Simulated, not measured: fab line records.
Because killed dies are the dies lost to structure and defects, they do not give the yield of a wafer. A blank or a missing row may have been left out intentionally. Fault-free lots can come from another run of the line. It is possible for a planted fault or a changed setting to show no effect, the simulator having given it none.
fab line records -- flow sky130
[record] lots = 6, wafers = 18, last-day = 50
route steps=708 shown CONTACT@423 METAL1@434 PAD_OPEN@708
lots that met no fault: from a run of the same line without faults
start-h: hours from the record's opening day to when the first of the lot's shown wafers began -- wait-h: hours elapsed since this lot's preceding step -- " same as the row above -- L1.1+2: a row that stands for several wafers -- - no value, or no start given -- * or withheld: withheld -- < > ~ a bound
route shown NAME@n: a module of which the file shows steps, and the number in the route of the first -- usual: average and standard deviation across the fault-free wafers -- same: alike in all rows -- chamber/n: place in a boat -- sites: per-site readings -- _std_site: their standard deviation -- _edge_site: mean of outer sites minus mean of inner sites -- radius-mm: for every site, how far away it sits from the centre of the wafer -- mask NAME#n: copy n -- behind: the last tool/chamber to shape the wafer -- hold: reason for holding the lot/hours on hold/outcome of the hold -- device: the transistor (n, p or np) that didn't switch -- end of line: the route-end tests of the same wafers -- a step without rows: its recipe alone -- killed: the dies lost at the first sort to structure and to defects; this is not the yield of the wafer -- map: the dies of a wafer, with x for killed, . for not killed, _ for no die there
set.NAME: the setting as run; set.NAME@STEP: as run at that earlier step -- model.NAME: the simulator's own value behind a step, which no gauge read
lots at some steps of the route; a table a step, a row a wafer
services: from which hour (start-h, from the record's first day; less than 0 if before it) a tool's chamber was out of use, for how many hours, and why
[[steps]]
[step SKY_CONTACT_ETCH_17]
[recipe] target = SiO2, chemistry = C4F8/O2/Ar, stop-on = Si3N4, mask-material = KrF-thick, source-w = 1500, bias-w = 1200, pressure-mtorr = 40, c4f8-flow-sccm = withheld, O2_flow_sccm = 6, Ar_flow_sccm = 300, time-s = withheld, target-depth-a = 3400
[usual] oes-product-au = 0.891/0.0045
lot.wafer,tool,chamber,start-h,wait-h,oes-product-au
L275.1,rie-diel-04,0,728.49,0.0,0.882
L275.5,rie-diel-04,1,728.49,0.0,0.889
L275.6,rie-diel-04,0,728.49,0.0,0.890
L278.2,rie-diel-04,1,761.44,0.0,0.889
L278.4,rie-diel-04,2,761.44,0.0,0.888
L278.6,rie-diel-04,2,761.44,0.0,0.887
L283.1,rie-diel-03,3,801.96,0.0,0.890
L283.3,rie-diel-03,0,801.96,0.0,0.898
L283.5,rie-diel-03,0,801.96,0.0,0.888
L290.2,rie-diel-01,1,854.06,0.0,0.893
L290.3,rie-diel-01,0,854.06,0.0,0.898
L290.5,rie-diel-01,2,854.06,0.0,0.887
L291.1,rie-diel-01,1,859.68,0.0,0.885
L291.4,rie-diel-01,0,859.68,0.0,0.891
L291.5,rie-diel-01,1,859.68,0.0,0.903
L296.2,rie-diel-04,2,899.09,0.0,0.900
L296.3,rie-diel-04,0,899.09,0.0,0.886
L296.6,rie-diel-04,1,899.09,0.0,0.888
[step SKY_CONTACT_ETCH_18]
[recipe] target = Si3N4, chemistry = CHF3/O2, stop-on = TiN, source-w = 600, bias-w = 200, pressure-mtorr = 40, chf3-flow-sccm = 50, O2_flow_sccm = 5, time-s = 39, target-depth-a = 750
[step SKY_CONTACT_STRIP_19]
[recipe] chemistry = O2/N2, power-w = 1400, pressure-mtorr = 1500, platen-temp-c = withheld, o2-flow-sccm = 3000, n2-flow-sccm = 300, overash-fraction = 0.5
[step SKY_CONTACT_STRIP_20]
[recipe] chemistry = post-etch-residue-remover, time-s = 1200, temp-c = 72.5
[step SKY_CONTACT_CLEAN_21]
[recipe] chemistry = IPA, time-s = 180, temp-c = 25
[step SKY_CONTACT_CLEAN_22]
[recipe] chemistry = O3/DIW, dry = n2-spin
[step SKY_CONTACT_SPUTTER_23]
[recipe] material = TiN, target-thk-nm = 20, chamber-pressure-pa = 5, power-w = 4000, time-s = 80
[usual] cathode-dc-power-W = 3999.9/0.73, chamber-pressure-pa = 5.001/0.011, throttle-valve-pct = 30.0/0.86
[same] time-s = 80
lot.wafer,tool,chamber,start-h,wait-h,cathode-dc-power-W,chamber-pressure-pa,throttle-valve-pct
L275.1,pvd-sputter-02,-,729.51,0.0,4000.7,4.997,30.2
L275.5,pvd-sputter-02,-,729.51,0.0,3998.3,4.989,28.6
L275.6,pvd-sputter-02,-,729.51,0.0,4000.0,4.998,30.3
L278.2,pvd-sputter-02,-,762.12,0.0,3999.6,5.001,30.4
L278.4,pvd-sputter-02,-,762.12,0.0,3999.3,4.991,29.8
L278.6,pvd-sputter-02,-,762.12,0.0,3999.6,5.003,30.1
L283.1,pvd-sputter-02,-,802.65,0.0,4000.1,4.985,28.8
L283.3,pvd-sputter-02,-,802.65,0.0,4000.4,5.004,30.1
L283.5,pvd-sputter-02,-,802.65,0.0,3999.1,4.995,29.9
L290.2,pvd-sputter-01,-,854.84,0.0,3998.9,5.017,30.3
L290.3,pvd-sputter-01,-,854.84,0.0,3999.1,4.986,28.5
L290.5,pvd-sputter-01,-,854.84,0.0,4000.4,4.997,31.1
L291.1,pvd-sputter-02,-,860.37,0.0,4000.3,4.996,30.2
L291.4,pvd-sputter-02,-,860.37,0.0,3999.6,5.020,30.2
L291.5,pvd-sputter-02,-,860.37,0.0,4000.3,5.021,30.7
L296.2,pvd-sputter-01,-,899.77,0.0,4000.9,4.981,31.3
L296.3,pvd-sputter-01,-,899.77,0.0,4000.9,4.996,29.0
L296.6,pvd-sputter-01,-,899.77,0.0,3999.3,4.972,31.4
[step SKY_CONTACT_CVD_24]
[recipe] material = W, target-thk-nm = 340, time-s = 102.12, temp-c = 400, pressure-torr = 40
[usual] heater-power-outer-w = 504/25, heater-power-w = 829/33
[same] time-s = 102.12
lot.wafer,tool,chamber,start-h,wait-h,heater-power-outer-w,heater-power-w
L275.1,cvd-w-02,1,729.57,0.0,483,785
L275.5,cvd-w-02,0,729.57,0.0,476,826
L275.6,cvd-w-02,1,729.57,0.0,496,806
L278.2,cvd-w-01,1,762.18,0.0,547,855
L278.4,cvd-w-01,0,762.18,0.0,527,870
L278.6,cvd-w-01,1,762.18,0.0,538,835
L283.1,cvd-w-02,0,802.71,0.0,471,833
L283.3,cvd-w-02,0,802.71,0.0,472,795
L283.5,cvd-w-02,1,802.71,0.0,503,790
L290.2,cvd-w-02,1,855.67,0.8,495,792
L290.3,cvd-w-02,1,855.67,0.8,502,780
L290.5,cvd-w-02,0,855.67,0.8,481,843
L291.1,cvd-w-01,0,860.43,0.0,522,876
L291.4,cvd-w-01,0,860.43,0.0,538,877
L291.5,cvd-w-01,0,860.43,0.0,519,873
L296.2,cvd-w-02,1,899.83,0.0,494,809
L296.3,cvd-w-02,0,899.83,0.0,474,826
L296.6,cvd-w-02,0,899.83,0.0,471,812
[step SKY_CONTACT_RS_MEAS_25]
[recipe] thk-meas-gauge = four-point-probe, reads = W_of_CONTACT_CVD_24+TiN_of_CONTACT_SPUTTER_23
[usual] CONTACT_W_RS = 0.335/0.0034
lot.wafer,tool,chamber,start-h,wait-h,CONTACT_W_RS[ohm/sq]
L275.1,film-metro-02,-,729.68,0.1,0.336
L275.5,film-metro-02,-,729.68,0.1,0.339
L275.6,film-metro-02,-,729.68,0.1,0.340
L278.2,film-metro-01,-,762.31,0.1,0.339
L278.4,film-metro-01,-,762.31,0.1,0.330
L278.6,film-metro-01,-,762.31,0.1,0.335
L283.1,film-metro-03,-,802.82,0.1,0.336
L283.3,film-metro-03,-,802.82,0.1,0.332
L283.5,film-metro-03,-,802.82,0.1,0.334
L290.2,film-metro-03,-,855.80,0.1,0.338
L290.3,film-metro-03,-,855.80,0.1,0.336
L290.5,film-metro-03,-,855.80,0.1,0.339
L291.1,film-metro-01,-,860.54,0.1,0.329
L291.4,film-metro-01,-,860.54,0.1,0.331
L291.5,film-metro-01,-,860.54,0.1,0.330
L296.2,film-metro-01,-,899.96,0.1,0.334
L296.3,film-metro-01,-,899.96,0.1,0.337
L296.6,film-metro-01,-,899.96,0.1,0.335
[step SKY_CONTACT_THK_MEAS_26]
[recipe] thk-meas-gauge = xrf, reads = W_of_CONTACT_CVD_24
[usual] CONTACT_W_THK = 354/4.9
lot.wafer,tool,chamber,start-h,wait-h,CONTACT_W_THK[nm]
L275.1,film-metro-02,-,729.80,0.1,352
L275.5,film-metro-02,-,729.80,0.1,350
L275.6,film-metro-02,-,729.80,0.1,347
L278.2,film-metro-01,-,762.42,0.1,349
L278.4,film-metro-01,-,762.42,0.1,357
L278.6,film-metro-01,-,762.42,0.1,353
L283.1,film-metro-03,-,802.94,0.1,354
L283.3,film-metro-03,-,802.94,0.1,362
L283.5,film-metro-03,-,802.94,0.1,358
L290.2,film-metro-03,-,855.91,0.1,353
L290.3,film-metro-03,-,855.91,0.1,358
L290.5,film-metro-03,-,855.91,0.1,355
L291.1,film-metro-01,-,860.66,0.1,356
L291.4,film-metro-01,-,860.66,0.1,355
L291.5,film-metro-01,-,860.66,0.1,358
L296.2,film-metro-01,-,900.07,0.1,353
L296.3,film-metro-01,-,900.07,0.1,348
L296.6,film-metro-01,-,900.07,0.1,351
[step SKY_CONTACT_CMP_27]
[recipe] stop-on = SiO2, t-overpolish-s = 15, down-force-psi = 3.5, platen-rpm = 60, target-thk-nm = 0, pad-velocity-m-s = 0.94248
[usual] motor-current-A = 10.8/1.2, overpolish-run-s = 15.000/0.0093, retaining-ring-pressure-frac = 1.000/0.0048, time-to-endpoint-s = 82/3.2
lot.wafer,tool,chamber,start-h,wait-h,motor-current-A,overpolish-run-s,retaining-ring-pressure-frac,time-to-endpoint-s
L275.1,cmp-01,2,730.01,0.2,9.8,14.998,0.994,79
L275.6,cmp-01,3,730.01,0.2,12.7,15.017,0.998,81
L275.5,cmp-01,0,730.01,0.2,10.0,15.008,0.999,82
L278.4,cmp-02,1,762.52,0.1,10.2,15.001,0.997,86
L278.2,cmp-02,2,762.52,0.1,9.1,15.002,0.995,84
L278.6,cmp-02,1,762.52,0.1,10.9,15.003,1.001,85
L283.1,cmp-01,0,803.05,0.1,9.7,14.997,0.994,81
L283.3,cmp-01,1,803.05,0.1,13.5,14.997,1.000,81
L283.5,cmp-01,0,803.05,0.1,9.7,15.002,0.995,83
L290.2,cmp-01,2,855.96,0.0,9.9,15.000,1.000,77
L290.3,cmp-01,1,855.96,0.0,12.5,15.004,1.005,78
L290.5,cmp-01,3,855.96,0.0,11.8,14.993,0.996,75
L291.4,cmp-02,0,860.77,0.1,9.5,14.993,1.000,89
L291.1,cmp-02,1,860.77,0.1,10.5,14.990,0.997,83
L291.5,cmp-02,0,860.77,0.1,10.5,14.995,1.005,86
L296.3,cmp-01,0,900.17,0.1,9.4,15.003,0.997,82
L296.2,cmp-01,1,900.17,0.1,12.6,15.000,1.006,81
L296.6,cmp-01,3,900.17,0.1,12.6,15.011,1.001,80
[step SKY_METAL1_SPUTTER_00]
[recipe] material = Ti, target-thk-nm = 15, power-w = 3000, time-s = 10, chamber-pressure-pa = 0.4
[usual] cathode-dc-power-W = 3000.0/0.61, chamber-pressure-pa = 0.4001/0.00074, throttle-valve-pct = 29.8/0.96
[same] time-s = 10
lot.wafer,tool,chamber,start-h,wait-h,cathode-dc-power-W,chamber-pressure-pa,throttle-valve-pct
L275.1,pvd-sputter-01,-,730.16,0.1,3000.9,0.4009,29.3
L275.5,pvd-sputter-01,-,730.16,0.1,3000.2,0.4001,30.3
L275.6,pvd-sputter-01,-,730.16,0.1,3000.8,0.3982,28.3
L278.2,pvd-sputter-01,-,762.77,0.1,3000.0,0.3993,30.4
L278.4,pvd-sputter-01,-,762.77,0.1,3000.4,0.3999,29.1
L278.6,pvd-sputter-01,-,762.77,0.1,3000.1,0.3990,28.9
L283.1,pvd-sputter-01,-,803.30,0.2,2999.8,0.3995,29.3
L283.3,pvd-sputter-01,-,803.30,0.2,2999.9,0.3993,28.5
L283.5,pvd-sputter-01,-,803.30,0.2,3000.4,0.4003,29.3
L290.2,pvd-sputter-01,-,856.26,0.2,2999.4,0.4005,30.4
L290.3,pvd-sputter-01,-,856.26,0.2,2998.5,0.4011,31.5
L290.5,pvd-sputter-01,-,856.26,0.2,2999.1,0.3995,29.4
L291.1,pvd-sputter-01,-,861.02,0.1,3000.2,0.4010,31.4
L291.4,pvd-sputter-01,-,861.02,0.1,3001.1,0.4005,28.3
L291.5,pvd-sputter-01,-,861.02,0.1,3000.0,0.4001,29.1
L296.2,pvd-sputter-02,-,900.42,0.1,3001.0,0.4019,28.7
L296.3,pvd-sputter-02,-,900.42,0.1,2999.4,0.4008,30.3
L296.6,pvd-sputter-02,-,900.42,0.1,2999.6,0.4000,30.4
[step SKY_METAL1_SPUTTER_01]
[recipe] material = TiN, target-thk-nm = 20, power-w = 6500, time-s = 16.7, chamber-pressure-pa = 0.4
[usual] cathode-dc-power-W = 6500.2/1.1, chamber-pressure-pa = 0.3999/0.00086, throttle-valve-pct = 29.8/0.98
[same] time-s = 16.7
lot.wafer,tool,chamber,start-h,wait-h,cathode-dc-power-W,chamber-pressure-pa,throttle-valve-pct,model.TiN_of_METAL1_SPUTTER_01.thk-nm
L275.1,pvd-sputter-01,-,730.18,0.0,6501.7,0.4000,29.2,20.53
L275.5,pvd-sputter-01,-,730.18,0.0,6499.2,0.3994,30.3,20.07
L275.6,pvd-sputter-01,-,730.18,0.0,6499.9,0.3983,28.4,20.44
L278.2,pvd-sputter-01,-,762.79,0.0,6499.4,0.3991,30.2,20.38
L278.4,pvd-sputter-01,-,762.79,0.0,6499.7,0.3999,29.0,20.58
L278.6,pvd-sputter-01,-,762.79,0.0,6500.6,0.4007,28.9,20.57
L283.1,pvd-sputter-01,-,803.32,0.0,6500.0,0.3996,29.5,20.09
L283.3,pvd-sputter-01,-,803.32,0.0,6498.6,0.3996,28.5,20.45
L283.5,pvd-sputter-01,-,803.32,0.0,6500.7,0.3991,28.9,19.96
L290.2,pvd-sputter-01,-,856.28,0.0,6500.5,0.4003,30.3,20.16
L290.3,pvd-sputter-01,-,856.28,0.0,6769.6,0.3986,31.5,21.21
L290.5,pvd-sputter-01,-,856.28,0.0,6500.6,0.3999,29.0,20.4
L291.1,pvd-sputter-01,-,861.04,0.0,6767.5,0.3983,31.4,20.77
L291.4,pvd-sputter-01,-,861.04,0.0,6499.2,0.3999,28.3,19.98
L291.5,pvd-sputter-01,-,861.04,0.0,6500.4,0.4017,29.1,19.93
L296.2,pvd-sputter-02,-,900.45,0.0,6499.9,0.4018,28.6,19.73
L296.3,pvd-sputter-02,-,900.45,0.0,6499.5,0.4004,30.2,20.19
L296.6,pvd-sputter-02,-,900.45,0.0,6501.7,0.4007,30.0,19.86
[step SKY_METAL1_SPUTTER_02]
[recipe] material = AlCu, target-thk-nm = 250, power-w = 10600, time-s = 13.3, chamber-pressure-pa = 0.4
[step SKY_PAD_OPEN_PROBE_99]
[usual] defect-limited-yield = 82.6/2.1, killed_at_M0_to_M3 = 42/7.6, killed_at_M4_up = 3.4/2, killed-at-contacts = 24/5.9, killed-at-front-end = 16/4.5, killed-at-other = 0.4/0.58, killed-dies = 86/10, killed-open = 47/7.6, killed-short = 39/6.7, sort_bin_3_pad_short = 0.9/0.42, sort_bin_5_function = 10.3/1.7, sort_bin_6_memory = 6.2/1.2, sort-n-pass = 406/10, sort-yield-pct = 82.6/2.1
[same] gross-dies = 492, killed-at-back-side = 0, sort_bin_4_leakage[%] = 0, sort_bin_8_speed[%] = 0
lot.wafer,tool,chamber,start-h,wait-h,defect-limited-yield[%],killed_at_M0_to_M3,killed_at_M4_up,killed-at-contacts,killed-at-front-end,killed-at-other,killed-dies,killed-open,killed-short,sort_bin_3_pad_short[%],sort_bin_5_function[%],sort_bin_6_memory[%],sort-n-pass,sort-yield-pct[%]
L275.1,prober-02,-,1070.13,0.1,83.5,45,2,20,13,1,81,54,27,1.0,9.8,5.7,411,83.5
L275.5,prober-02,-,1070.33,0.2,82.5,47,1,23,12,3,86,51,31,0.8,10.0,6.7,406,82.5
L275.6,prober-02,-,1070.38,0.2,87.0,32,0,22,9,1,64,34,29,1.0,6.9,5.1,428,87.0
L290.2,prober-02,-,1166.73,0.1,80.3,52,9,23,13,0,97,52,45,0.4,12.0,7.3,395,80.3
L290.3,prober-02,-,1166.78,0.2,82.3,40,5,25,15,2,87,44,42,1.2,9.6,6.9,405,82.3
L290.5,prober-02,-,1166.88,0.2,79.9,51,5,22,21,0,99,52,47,1.0,12.2,6.9,393,79.9
L291.1,prober-02,-,1168.93,0.1,83.7,45,2,22,11,0,80,49,31,1.0,9.6,5.7,412,83.7
L291.4,prober-02,-,1169.08,0.2,78.7,57,7,25,16,0,105,54,51,1.4,12.4,7.5,387,78.7
L291.5,prober-02,-,1169.13,0.2,83.9,37,2,28,12,0,79,47,32,0.4,10.4,5.3,413,83.9
// killed by level:class
L275.1 VIA1:geometric-particle:open=16 VIA3:geometric-particle:open=9 LI_CONTACT:geometric-particle:open=7 CONTACT:geometric-particle:open=5 VIA2:geometric-particle:open=5 FIELD_ISO:geometric-particle:short=4 FIELD_ISO:geometric-particle:open=4 CONTACT:geometric-particle:short=4
L275.5 VIA1:geometric-particle:open=9 CONTACT:geometric-particle:open=9 VIA3:geometric-particle:open=8 VIA2:geometric-particle:open=6 LI_CONTACT:geometric-particle:open=5 VIA1:geometric-particle:short=5 CONTACT:geometric-particle:short=4 METAL1:geometric-particle:short=4
L275.6 VIA2:geometric-particle:open=7 CONTACT:geometric-particle:open=6 LI_CONTACT:geometric-particle:open=5 FIELD_ISO:geometric-particle:open=4 LOCAL_INTERCONNECT:geometric-particle:short=4 METAL2:geometric-particle:short=4 VIA3:geometric-particle:open=4 POLY_GATE:geometric-particle:short=3
L290.2 VIA1:geometric-particle:open=13 CONTACT:geometric-particle:open=10 VIA2:geometric-particle:open=8 VIA3:geometric-particle:open=7 VIA1:geometric-particle:short=6 METAL4:geometric-particle:short=6 FIELD_ISO:geometric-particle:short=5 METAL2:geometric-particle:short=5
L290.3 VIA1:geometric-particle:open=13 CONTACT:geometric-particle:open=13 POLY_GATE:geometric-particle:short=7 LI_CONTACT:geometric-particle:open=7 METAL2:geometric-particle:short=7 FIELD_ISO:geometric-particle:short=6 VIA1:geometric-particle:short=5 VIA3:geometric-particle:open=4
L290.5 VIA3:geometric-particle:open=11 VIA1:geometric-particle:open=11 VIA1:geometric-particle:short=11 FIELD_ISO:geometric-particle:short=9 CONTACT:geometric-particle:open=8 LI_CONTACT:geometric-particle:open=6 VIA3:geometric-particle:short=5 FIELD_ISO:geometric-particle:open=4
L291.1 VIA3:geometric-particle:open=10 VIA1:geometric-particle:open=10 CONTACT:geometric-particle:open=8 LI_CONTACT:geometric-particle:open=7 VIA1:geometric-particle:short=5 METAL2:geometric-particle:short=5 VIA2:geometric-particle:open=5 POLY_GATE:geometric-particle:short=4
L291.4 VIA1:geometric-particle:open=12 VIA1:geometric-particle:short=9 VIA3:geometric-particle:open=9 CONTACT:geometric-particle:open=8 LI_CONTACT:geometric-particle:open=6 CONTACT:geometric-particle:short=5 METAL2:geometric-particle:short=5 VIA3:geometric-particle:short=5
L291.5 LI_CONTACT:geometric-particle:open=11 CONTACT:geometric-particle:open=9 VIA3:geometric-particle:open=6 METAL1:geometric-particle:short=5 VIA1:geometric-particle:open=5 FIELD_ISO:geometric-particle:short=4 FIELD_ISO:geometric-particle:open=4 VIA1:geometric-particle:short=4
[[services]]
tool,chamber,start-h,hours,kind
rie-diel-01,2,708.40,2.8,repair
rie-diel-01,2,719.68,3.7,repair
cvd-w-02,-,721.90,6.9,pm
pvd-sputter-01,-,737.42,0.8,repair
cmp-01,-,737.72,2.1,repair
rie-diel-04,-,743.68,2.8,pm
cmp-02,-,744.26,4.0,pm
cmp-02,-,764.95,0.5,repair
rie-diel-01,0,787.15,32.6,repair
cmp-01,-,788.44,1.6,repair
rie-diel-01,2,788.93,11.4,repair
cvd-w-01,0,789.10,16.0,repair
cmp-02,-,799.31,1.3,repair
rie-diel-04,0,821.91,5.6,repair
rie-diel-01,-,832.60,1.2,repair
pvd-sputter-01,-,840.20,2.1,repair
pvd-sputter-02,-,840.35,2.9,repair
rie-diel-01,3,842.05,5.9,repair
cvd-w-02,0,847.85,3.0,repair
cvd-w-02,-,849.37,1.4,repair
rie-diel-04,1,849.97,6.1,repair
cvd-w-02,-,857.63,0.6,repair
cmp-01,-,868.17,2.9,pm
cmp-01,-,885.32,2.2,repair
[[key]]
[first-sign] step = SKY_METAL1_SPUTTER_01, reading = cathode-dc-power-W, direction = up, sigmas = 99+, usual = 6500.2, struck = 6768.6
effect none on later readings
[model-effect] step = SKY_METAL1_SPUTTER_01, value = TiN_of_METAL1_SPUTTER_01.thk-nm, without = 20.16, struck = 20.99
met-at SKY_METAL1_SPUTTER_01
struck-wafers L290.3,L291.1
[fault] kind = process-parameter-drift, tool = pvd-sputter-01, chamber = -, onset-h = 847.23, steps = SKY_METAL1_SPUTTER_01, channel = power-w, offset = *, shape = step, end-h = 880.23, acts-in = *, stated = *, scope = struck-wafers-only
